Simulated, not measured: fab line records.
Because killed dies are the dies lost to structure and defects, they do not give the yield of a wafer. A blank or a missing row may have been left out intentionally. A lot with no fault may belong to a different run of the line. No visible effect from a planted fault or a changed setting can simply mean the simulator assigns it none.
A lot that was struck, set against a sound lot :: flow gf180mcu :: 14 out of 602 route steps
Sound: these wafers, L339.2, L339.5, L339.6. Wafers L337.3, L337.4, L337.6 were the ones struck. At the end, the cause is stated.
For every step that has rows: the tool of each side, followed by ch and its chambers, followed by its first start. Under that, the readings that differ: sound wafers :: struck wafers :: difference of the means :: sigmas: that difference in standard deviations of wafers without a fault.
alike: words and numbers the same on both sides, and readings whose means are apart by under 2 such deviations; not compared: readings that were withheld, readings missing a value for some wafer, numbers with overlapping values and no deviation given by the record, and bounds like >300 which may hide the same value.
A row with sigmas, a row that says differs or no value, or rows on one side alone: a step with any of these is where the two part. Numbers that have no deviation but don't overlap get no sigmas and don't part them. A reading missing from all wafers of one side parts the sides only when that side holds two or more wafers.

GF_HV_LDD_CD_MEAS_31: the cd target is 400 nm.
  sound on cd-sem-01 at day 18 19:44; struck on cd-sem-01 at day 17 14:18
  alike: cd-nm
GF_HV_LDD_OVL_MEAS_32:
  sound on overlay-02 at day 18 19:51; struck on overlay-01 at day 17 14:23
  alike: HV_LDD_02_OVL
then, 4 steps without rows for these wafers: GF_HV_LDD_IMPLANT_33; GF_HV_LDD_IMPLANT_34; GF_HV_LDD_IMPLANT_35; GF_HV_LDD_IMPLANT_36.
GF_HV_LDD_STRIP_37: strips in O2/N2.
  sound on plasma-asher-03 ch 0,1, day 18 20:29; struck on plasma-asher-03 ch 0,1, day 17 15:02
  alike: drypump-motor-current-A, heater-power-w, oes-product-au, strip-time-to-endpoint-s
  not compared: rf-hours-counter-h
GF_HV_LDD_TW_MEAS_38:
  sound on film-metro-01 at day 18 20:35; struck on film-metro-03 at day 17 15:08
  alike: HV_LDD_3_TW
then, 4 steps without rows for these wafers: GF_HV_LDD_DEHYDRATE_39 (time 60 s); GF_HV_LDD_HMDS_40 (prime time 60 s); GF_HV_LDD_COAT_41 (resist thk 1000 nm); GF_HV_LDD_SOFTBAKE_42 (time 60 s).
GF_HV_LDD_EXPOSE_43: exposes mask Pplus HV AREA, target cd 400 nm.
  struck on iline-stepper-01, day 18 02:56; sound on iline-stepper-01 ch 0, day 19 09:12
  no value came back on the struck wafers for exposure-dose-mJ-cm2, focus-offset-nm (nm), reticle-temp-C (C); on the sound wafers exposure-dose-mJ-cm2 reads 140.00 140.19 140.31
reading: model.HV_LDD.overlay-x-nm (nm)
sound: -0.6427 -0.6427 -0.6427
struck: 0.7829 0.7829 0.7829
difference: +1.4256
sigmas: 
  alike: mask
next, for these wafers, 1 step has no rows: GF_HV_LDD_PEB_44.

WHERE THEY PART
At GF_HV_LDD_EXPOSE_43 and nowhere else, as far as this record goes.

WHY: what had been put in by the simulator
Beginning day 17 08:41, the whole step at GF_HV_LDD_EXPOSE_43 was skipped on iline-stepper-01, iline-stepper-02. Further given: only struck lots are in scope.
